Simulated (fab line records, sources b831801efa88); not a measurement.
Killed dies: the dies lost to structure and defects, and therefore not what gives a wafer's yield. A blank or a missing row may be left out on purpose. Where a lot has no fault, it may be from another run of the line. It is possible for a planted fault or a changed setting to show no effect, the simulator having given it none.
fab line records | flow sfqLine
record lots=6 | wafers=17 | lastDay=81
route steps=325 shown I6@277 M7@281
lots with no fault: from the same line, run without faults
startH: the number of hours between the record's first day and the start of the first shown wafer of the lot | waitH: hours elapsed since this lot's preceding step | " identical to the entry in the row above | L1.1+2: several wafers, shown together as one row | - no value, or no start was given | * or withheld: withheld | < > ~ a bound
route shown NAME@n: a module of which the file shows steps, and the number in the route of the first | usual: mean and standard deviation over wafers with no fault | same: alike in all rows | chamber/n: place in a boat | sites: the reading at each site | _std_site: their standard deviation | _edge_site: outer sites' mean less inner sites' | radiusMm: how far each site lies from the wafer's centre | mask NAME#n: copy n | behind: the most recent tool/chamber to have shaped the wafer | hold: why the lot was held/for how many hours/how that ended | device: names the non-switching transistor (n, p or np) | end of line: the tests these same wafers got at the end of their route | where a step has no rows: the recipe by itself | killed: at the first sort, the dies lost to defects and structure; wafer yield is something else | map: per-die view of a wafer (x killed, . not killed, _ where there is no die)
set.NAME: the run value of the setting; set.NAME@STEP: its run value at that earlier step | model.NAME: the simulator's own value behind a step, which no gauge read
lots seen at some steps along the route; tables by step, rows by wafer
services: when a tool's chamber went out of use (startH, in hours from the record's first day, below 0 if earlier), for how many hours, and the reason
## steps
# step SFQ_TRILAYER_I6_VIA_BARC_OPEN_VIA_ETCH_235
# recipe maskMaterial=PR | chemistry=O2 | targetDepthNm=125 | target=BARC | sourceW=500 | biasW=80 | pressureMtorr=30 | timeS=41.7
# usual drypumpMotorCurrentA=5.8/0.58 | oesProductAu=0.685/0.0046
lot.wafer | tool       | chamber | startH  | waitH | drypumpMotorCurrentA | oesProductAu | rfHoursCounterH
L129.3    | rieDiel-04 | 0       | 1612.99 | 0.0   | 5.5                  | 0.688        | 17
L129.4    | "          | 3       | "       | "     | 6.3                  | 0.684        | 14
L129.6    | "          | 1       | "       | "     | 6.2                  | 0.688        | -
L131.1    | rieDiel-03 | 0       | 1636.99 | 0.0   | 5.1                  | 0.694        | 8
L131.3    | "          | 3       | "       | "     | 5.2                  | 0.687        | 0
L131.5    | "          | 2       | "       | "     | 6.5                  | 0.687        | -
L139.4    | rieDiel-02 | 2       | 1697.84 | 0.0   | 5.6                  | 0.692        | 3
L139.5    | "          | 0       | "       | "     | 6.3                  | 0.684        | -
L141.2    | rieDiel-02 | 0       | 1727.64 | 0.0   | 6.4                  | 0.690        | 19
L141.5    | "          | 1       | "       | "     | 4.8                  | 0.683        | -
L141.6    | "          | 2       | "       | "     | 5.6                  | 0.679        | -
L145.2    | rieDiel-03 | 1       | 1736.04 | 0.0   | 6.5                  | 0.682        | 17
L145.3    | "          | 2       | "       | "     | 6.5                  | 0.678        | 5
L145.4    | "          | 0       | "       | "     | 5.1                  | 0.685        | 10
L147.4    | rieDiel-04 | 3       | 1752.83 | 0.0   | 6.2                  | 0.679        | 17
L147.5    | "          | 1       | "       | "     | 6.2                  | 0.693        | -
L147.6    | "          | 0       | "       | "     | 5.5                  | 0.687        | -
# step SFQ_TRILAYER_I6_VIA_ETCH_VIA_ETCH_172
# recipe target=SiO2 | stopOn=Nb | maskMaterial=PR | taperDeg=20 | chemistry=CHF3 | targetDepthNm=260 | sourceW=500 | biasW=80 | pressureMtorr=30 | timeS=withheld
# usual drypumpMotorCurrentA=5.8/0.58 | oesProductAu=0.854/0.0046
lot.wafer | tool       | chamber | startH  | waitH | drypumpMotorCurrentA | oesProductAu
L129.3    | rieDiel-04 | 0       | 1613.03 | 0.0   | 5.6                  | 0.851
L129.4    | "          | 3       | "       | "     | 6.2                  | 0.853
L129.6    | "          | 1       | "       | "     | 6.2                  | 0.856
L131.1    | rieDiel-03 | 0       | 1637.03 | 0.0   | 5.1                  | 0.852
L131.3    | "          | 3       | "       | "     | 5.2                  | 0.855
L131.5    | "          | 2       | "       | "     | 6.5                  | 0.853
L139.4    | rieDiel-02 | 2       | 1697.88 | 0.0   | 5.6                  | 0.863
L139.5    | "          | 0       | "       | "     | 6.4                  | 0.852
L141.2    | rieDiel-02 | 0       | 1727.68 | 0.0   | 6.4                  | 0.847
L141.5    | "          | 1       | "       | "     | 4.8                  | 0.852
L141.6    | "          | 2       | "       | "     | 5.6                  | 0.857
L145.2    | rieDiel-03 | 1       | 1736.08 | 0.0   | 6.5                  | 0.862
L145.3    | "          | 2       | "       | "     | 6.5                  | 0.854
L145.4    | "          | 0       | "       | "     | 5.1                  | 0.855
L147.4    | rieDiel-04 | 3       | 1752.87 | 0.0   | 6.2                  | 0.849
L147.5    | "          | 1       | "       | "     | 6.2                  | 0.844
L147.6    | "          | 0       | "       | "     | 5.6                  | 0.851
# step SFQ_TRILAYER_I6_VIA_STRIP_STRIP_173
# recipe gas=O2 | powerW=200 | platenTempC=40 | overashFraction=0.65 | chemistry=O2 | pressureMtorr=50
# usual drypumpMotorCurrentA=5.6/0.56 | oesProductAu=1.000/0.0071
lot.wafer | tool        | chamber | startH  | waitH | drypumpMotorCurrentA | oesProductAu | rfHoursCounterH
L129.3    | rieMetal-04 | 0       | 1613.34 | -     | 5.3                  | 1.001        | -
L129.4    | "           | 1       | "       | "     | 5.0                  | 0.997        | -
L129.6    | "           | 1       | "       | "     | 5.0                  | 0.999        | -
L131.1    | rieMetal-02 | 0       | 1637.14 | -     | 6.5                  | 1.000        | 83
L131.3    | "           | 1       | "       | "     | 5.6                  | 0.998        | -
L131.5    | "           | 1       | "       | "     | 5.6                  | 1.002        | -
L139.4    | rieMetal-03 | 0       | 1698.19 | -     | 6.1                  | 0.999        | -
L139.5    | "           | 0       | "       | "     | 6.0                  | 0.990        | -
L141.2    | rieMetal-04 | 1       | 1727.79 | -     | 5.0                  | 1.002        | 31
L141.5    | "           | 0       | "       | "     | 5.3                  | 1.009        | -
L141.6    | "           | 1       | "       | "     | 5.0                  | 0.998        | -
L145.2    | rieMetal-04 | 1       | 1736.19 | -     | 5.0                  | 0.990        | 33
L145.3    | "           | 1       | "       | "     | 5.0                  | 1.014        | -
L145.4    | "           | 0       | "       | "     | 5.3                  | 1.007        | -
L147.4    | rieMetal-03 | 1       | 1753.18 | -     | 4.9                  | 0.997        | -
L147.5    | "           | 1       | "       | "     | 4.9                  | 1.010        | -
L147.6    | "           | 0       | "       | "     | 6.0                  | 1.000        | -
# step SFQ_TRILAYER_I6_VIA_STRIP_SOLV_CLEAN_174
# recipe chemistry=NMP | tempC=70 | timeS=600
# step SFQ_TRILAYER_M7_DEP_PRE_CLEAN_176
# recipe gas=Ar | timeS=22.5 | biasV=250
# step SFQ_TRILAYER_M7_DEP_SPUTTER_175
# recipe material=Nb | basePressurePa=1.33e-06 | chamberPressurePa=0.1333 | substrateTempC=20 | targetThkNm=200 | powerW=2000 | timeS=133.3
# usual substrateTempC=20.00/0.099 | throttleValvePct=30.2/0.92
lot.wafer | tool          | chamber | startH  | waitH | substrateTempC | throttleValvePct
L129.3    | pvdSputter-06 | -       | 1613.96 | 0.0   | 20.03          | 28.7
L129.4    | "             | -       | "       | "     | 20.00          | 29.2
L129.6    | "             | -       | "       | "     | 20.02          | 30.2
L131.1    | pvdSputter-04 | -       | 1637.95 | 0.0   | 20.11          | 31.1
L131.3    | "             | -       | "       | "     | 19.85          | 30.5
L131.5    | "             | -       | "       | "     | 20.05          | 31.0
L139.4    | pvdSputter-06 | -       | 1698.80 | 0.0   | 19.99          | 29.3
L139.5    | "             | -       | "       | "     | 20.07          | 29.1
L141.2    | pvdSputter-03 | -       | 1728.60 | 0.0   | 20.07          | 32.2
L141.5    | "             | -       | "       | "     | 19.93          | 29.5
L141.6    | "             | -       | "       | "     | 20.13          | 32.1
L145.2    | pvdSputter-06 | -       | 1737.01 | 0.0   | 19.99          | 30.0
L145.3    | "             | -       | "       | "     | 20.05          | 28.8
L145.4    | "             | -       | "       | "     | 20.05          | 31.2
L147.4    | pvdSputter-04 | -       | 1753.79 | 0.0   | 20.01          | 30.5
L147.5    | "             | -       | "       | "     | 20.10          | 30.8
L147.6    | "             | -       | "       | "     | 19.97          | 30.7
# step SFQ_M7_RS_MEAS_943
# recipe thkMeasGauge=four-point-probe | reads=Nb_of_TRILAYER_M7_DEP_SPUTTER_175
# usual M7_NB_RS=0.887/0.0072
lot.wafer | tool         | chamber | startH  | waitH | M7_NB_RS[ohm/sq]
L129.3    | filmMetro-04 | -       | 1614.09 | 0.1   | 0.889
L129.4    | "            | -       | "       | "     | 0.886
L129.6    | "            | -       | "       | "     | 0.879
L131.1    | filmMetro-04 | -       | 1638.05 | 0.0   | 0.873
L131.3    | "            | -       | "       | "     | 0.876
L131.5    | "            | -       | "       | "     | 0.884
L139.4    | filmMetro-04 | -       | 1698.95 | 0.1   | 0.897
L139.5    | "            | -       | "       | "     | 0.898
L141.2    | filmMetro-01 | -       | 1728.71 | 0.1   | 0.897
L141.5    | "            | -       | "       | "     | 0.903
L141.6    | "            | -       | "       | "     | 0.899
L145.2    | filmMetro-03 | -       | 1737.12 | 0.1   | 0.891
L145.3    | "            | -       | "       | "     | 0.887
L145.4    | "            | -       | "       | "     | 0.888
L147.4    | filmMetro-03 | -       | 1753.94 | 0.1   | 0.887
L147.5    | "            | -       | "       | "     | 0.882
L147.6    | "            | -       | "       | "     | 0.888
# step SFQ_TRILAYER_M7_LITHO_COAT_182
# recipe resist=BARC | spinRpm=3000 | resistThkNm=62
# step SFQ_TRILAYER_M7_LITHO_COAT_177
# recipe resist=KrF | spinRpm=3000 | resistThkNm=600
# step SFQ_TRILAYER_M7_LITHO_SOFTBAKE_181
# recipe tempC=withheld | timeS=withheld | resist=KrF
# step SFQ_TRILAYER_M7_LITHO_EXPOSE_178
# recipe maskId=M7 | na=0.6 | sourceShape=conventional | sigmaOuter=0.65 | targetCdNm=500 | doseMj=14.4
# step SFQ_TRILAYER_M7_LITHO_PEB_180
# recipe pebTempC=115 | pebTimeS=60 | resist=KrF
# usual exhaustPa=45.3/0.86 | heaterPowerTotalW=79.16/0.067
lot.wafer | tool          | chamber | startH  | waitH | exhaustPa | heaterPowerTotalW
L129.3    | lithoTrack-03 | 0       | 1647.52 | 0.7   | 46.0      | 79.23
L129.4    | "             | 0       | "       | "     | 46.9      | 79.08
L129.6    | "             | 0       | "       | "     | 45.5      | 79.17
L131.1    | lithoTrack-04 | 0       | 1663.07 | 1.0   | 44.9      | 79.21
L131.3    | "             | 0       | "       | "     | 45.7      | 79.18
L131.5    | "             | 0       | "       | "     | 45.1      | 79.22
L139.4    | lithoTrack-04 | 0       | 1726.18 | 0.5   | 45.3      | 80.54
L139.5    | "             | 0       | "       | "     | 44.2      | 80.55
L141.2    | lithoTrack-04 | 0       | 1753.72 | 0.8   | 46.9      | 79.15
L141.5    | "             | 0       | "       | "     | 45.2      | 80.53
L141.6    | "             | 0       | "       | "     | 44.7      | 79.01
L145.2    | lithoTrack-03 | 0       | 1767.77 | 0.8   | 46.1      | 79.20
L145.3    | "             | 0       | "       | "     | 45.6      | 79.10
L145.4    | "             | 0       | "       | "     | 44.5      | 78.97
L147.4    | lithoTrack-03 | 0       | 1779.82 | 0.5   | 45.7      | 79.09
L147.5    | "             | 0       | "       | "     | 45.3      | 79.24
L147.6    | "             | 0       | "       | "     | 44.5      | 79.21
# step SFQ_TRILAYER_M7_LITHO_DEVELOP_179
# recipe timeS=60 | resist=KrF
# step SFQ_M7_OVL_MEAS_945
# usual M7_OVL=-1/6.5
lot.wafer | tool       | chamber | startH  | waitH | M7_OVL[nm]
L129.3    | overlay-01 | -       | 1647.78 | 0.1   | -6
L129.4    | "          | -       | "       | "     | -3
L129.6    | "          | -       | "       | "     | -7
L131.1    | overlay-01 | -       | 1663.37 | 0.1   | -6
L131.3    | "          | -       | "       | "     | -6
L131.5    | "          | -       | "       | "     | -3
L139.4    | overlay-02 | -       | 1726.42 | 0.1   | 2
L139.5    | "          | -       | "       | "     | 9
L141.2    | overlay-01 | -       | 1754.00 | 0.1   | 1
L141.5    | "          | -       | "       | "     | 8
L141.6    | "          | -       | "       | "     | -2
L145.2    | overlay-02 | -       | 1768.05 | 0.1   | 0
L145.3    | "          | -       | "       | "     | 6
L145.4    | "          | -       | "       | "     | 3
L147.4    | overlay-02 | -       | 1780.06 | 0.1   | -14
L147.5    | "          | -       | "       | "     | -6
L147.6    | "          | -       | "       | "     | -7
# step SFQ_TRILAYER_M7_BARC_OPEN_METAL_ETCH_229
# recipe maskMaterial=PR | chemistry=O2 | targetDepthNm=125 | target=BARC | icpW=600 | biasW=80 | pressureMtorr=10 | timeS=41.7
# usual drypumpMotorCurrentA=5.8/0.5 | oesProductAu=0.685/0.0049
lot.wafer | tool        | chamber | startH  | waitH | drypumpMotorCurrentA | oesProductAu | rfHoursCounterH | model.M7.cdNm
L129.3    | rieMetal-03 | 1       | 1647.82 | 0.0   | 5.0                  | 0.682        | -               | 500.3
L129.4    | "           | 0       | "       | "     | 6.0                  | 0.680        | -               | 500.7
L129.6    | "           | 1       | "       | "     | 5.0                  | 0.682        | -               | 500.6
L131.1    | rieMetal-03 | 0       | 1663.40 | 0.0   | 6.1                  | 0.686        | 50              | 499.5
L131.3    | "           | 0       | "       | "     | 6.1                  | 0.684        | -               | 499.1
L131.5    | "           | 1       | "       | "     | 5.0                  | 0.689        | -               | 499.7
L139.4    | rieMetal-03 | 1       | 1726.46 | 0.0   | 5.0                  | 0.684        | -               | 506
L139.5    | "           | 0       | "       | "     | 6.0                  | 0.687        | -               | 506.2
L141.2    | rieMetal-02 | 1       | 1754.03 | 0.0   | 5.6                  | 0.681        | 51              | 499
L141.5    | "           | 1       | "       | "     | 5.6                  | 0.687        | -               | 506.4
L141.6    | "           | 0       | "       | "     | 6.4                  | 0.680        | -               | 500.9
L145.2    | rieMetal-03 | 1       | 1768.08 | 0.0   | 4.9                  | 0.679        | 96              | 499
L145.3    | "           | 0       | "       | "     | 6.0                  | 0.685        | -               | 501.8
L145.4    | "           | 1       | "       | "     | 4.9                  | 0.684        | -               | 502
L147.4    | rieMetal-01 | 1       | 1780.10 | 0.0   | 5.5                  | 0.687        | -               | 501.6
L147.5    | "           | 1       | "       | "     | 5.5                  | 0.690        | -               | 502
L147.6    | "           | 0       | "       | "     | 6.1                  | 0.695        | -               | 501.3
# step SFQ_TRILAYER_M7_ETCH_METAL_ETCH_180
# recipe target=Nb | stopOn=SiO2 | maskMaterial=PR | chemistry=Cl2/Ar | targetDepthNm=240 | icpW=600 | biasW=80 | pressureMtorr=10 | timeS=120
# usual drypumpMotorCurrentA=5.8/0.5 | oesProductAu=0.896/0.0063
lot.wafer | tool        | chamber | startH  | waitH | drypumpMotorCurrentA | oesProductAu | rfHoursCounterH | model.M7.cdNm
L129.3    | rieMetal-03 | 1       | 1647.90 | 0.1   | 5.0                  | 0.897        | -               | 501.6
L129.4    | "           | 0       | "       | "     | 6.1                  | 0.902        | -               | 501.6
L129.6    | "           | 1       | "       | "     | 4.9                  | 0.906        | -               | 502
L131.1    | rieMetal-03 | 0       | 1663.46 | 0.0   | 6.1                  | 0.905        | 50              | 499.6
L131.3    | "           | 0       | "       | "     | 6.0                  | 0.890        | -               | 500.8
L131.5    | "           | 1       | "       | "     | 5.0                  | 0.907        | -               | 502
L139.4    | rieMetal-03 | 1       | 1726.54 | 0.1   | 4.9                  | 0.888        | -               | 506.4
L139.5    | "           | 0       | "       | "     | 6.1                  | 0.886        | -               | 505.6
L141.2    | rieMetal-02 | 1       | 1754.09 | 0.0   | 5.6                  | 0.883        | 51              | 499.6
L141.5    | "           | 1       | "       | "     | 5.6                  | 0.897        | -               | 506.6
L141.6    | "           | 0       | "       | "     | 6.4                  | 0.877        | -               | 499.4
L145.2    | rieMetal-03 | 1       | 1768.14 | 0.0   | 5.0                  | 0.903        | 96              | 499.9
L145.3    | "           | 0       | "       | "     | 6.0                  | 0.901        | -               | 501.7
L145.4    | "           | 1       | "       | "     | 4.9                  | 0.899        | -               | 503
L147.4    | rieMetal-01 | 1       | 1780.18 | 0.1   | 5.5                  | 0.895        | -               | 502.3
L147.5    | "           | 1       | "       | "     | 5.5                  | 0.899        | -               | 503.1
L147.6    | "           | 0       | "       | "     | 6.1                  | 0.890        | -               | 501.9
# step SFQ_TRILAYER_M7_STRIP_STRIP_181
# recipe gas=O2 | powerW=200 | platenTempC=40 | overashFraction=0.65 | chemistry=O2 | pressureMtorr=50
# usual drypumpMotorCurrentA=5.8/0.5 | oesProductAu=0.998/0.0058
lot.wafer | tool        | chamber | startH  | waitH | drypumpMotorCurrentA | oesProductAu | rfHoursCounterH
L129.3    | rieMetal-03 | 1       | 1648.19 | 0.2   | 5.0                  | 0.997        | -
L129.4    | "           | 0       | "       | "     | 6.0                  | 1.000        | -
L129.6    | "           | 1       | "       | "     | 5.0                  | 0.998        | -
L131.1    | rieMetal-03 | 0       | 1663.59 | 0.1   | 6.0                  | 0.998        | 50
L131.3    | "           | 0       | "       | "     | 6.0                  | 0.998        | -
L131.5    | "           | 1       | "       | "     | 4.9                  | 1.000        | -
L139.4    | rieMetal-03 | 1       | 1726.82 | 0.2   | 4.9                  | 1.003        | -
L139.5    | "           | 0       | "       | "     | 6.1                  | 0.997        | -
L141.2    | rieMetal-02 | 1       | 1754.21 | 0.1   | 5.6                  | 0.989        | 52
L141.5    | "           | 1       | "       | "     | 5.6                  | 0.998        | -
L141.6    | "           | 0       | "       | "     | 6.5                  | 1.000        | -
L145.2    | rieMetal-03 | 1       | 1768.26 | 0.1   | 5.0                  | 0.999        | 96
L145.3    | "           | 0       | "       | "     | 6.0                  | 1.003        | -
L145.4    | "           | 1       | "       | "     | 5.0                  | 1.003        | -
L147.4    | rieMetal-01 | 1       | 1780.46 | 0.2   | 5.5                  | 0.997        | -
L147.5    | "           | 1       | "       | "     | 5.5                  | 0.991        | -
L147.6    | "           | 0       | "       | "     | 6.1                  | 0.996        | -
## services
tool          | chamber | startH  | hours | kind
rieDiel-03    | 3       | 1604.42 | -     | clean
rieDiel-03    | 3       | 1604.42 | 16.2  | scheduledDown
rieDiel-03    | 3       | 1604.42 | 16.2  | ventCycle
pvdSputter-04 | -       | 1605.02 | 11.2  | repair
rieDiel-02    | -       | 1616.19 | 0.7   | repair
rieDiel-04    | 2       | 1627.83 | 3.0   | repair
rieMetal-02   | -       | 1642.20 | 0.2   | repair
rieDiel-02    | -       | 1675.91 | 2.8   | pm
pvdSputter-06 | -       | 1676.52 | 0.6   | repair
rieDiel-04    | 0       | 1676.67 | 16.9  | repair
rieDiel-04    | 3       | 1683.20 | 5.0   | repair
pvdSputter-06 | -       | 1684.54 | 6.1   | repair
pvdSputter-04 | -       | 1690.26 | 4.1   | repair
rieMetal-04   | -       | 1699.03 | 14.6  | pm
pvdSputter-04 | 2       | 1708.42 | -     | consumableReplace:kit
pvdSputter-04 | 2       | 1708.42 | 18.0  | scheduledDown
pvdSputter-03 | -       | 1709.76 | 1.6   | repair
rieMetal-04   | -       | 1713.63 | 1.4   | pm
rieDiel-04    | 2       | 1718.03 | -     | clean
rieDiel-04    | 2       | 1718.03 | 20.7  | scheduledDown
rieDiel-04    | 2       | 1718.03 | 20.7  | ventCycle
rieMetal-04   | 0       | 1719.21 | 1.7   | repair
rieDiel-04    | 2       | 1739.13 | 4.2   | repair
rieMetal-01   | -       | 1752.88 | 0.4   | repair
## key
firstSign step=SFQ_TRILAYER_M7_LITHO_PEB_180 | reading=heaterPowerTotalW | direction=up | sigmas=21 | usual=79.16 | struck=80.54
effect none on later readings
modelEffect step=SFQ_TRILAYER_M7_BARC_OPEN_METAL_ETCH_229 | value=M7.cdNm | without=498.8 | struck=506.2
modelEffect step=SFQ_TRILAYER_M7_ETCH_METAL_ETCH_180 | value=M7.cdNm | without=498.8 | struck=506.2
metAt SFQ_TRILAYER_M7_LITHO_PEB_180
struckWafers L139.4,L139.5,L141.5
onsetBetween 1663.07 1726.18
fault kind=processParameterDrift | tool=lithoTrack-04 | chamber=- | onsetH=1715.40 | steps=SFQ_TRILAYER_M7_LITHO_PEB_180 | channel=pebTimeS | offset=* | shape=step | endH=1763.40 | scope=struckWafersOnly | actsIn=* | stated=*
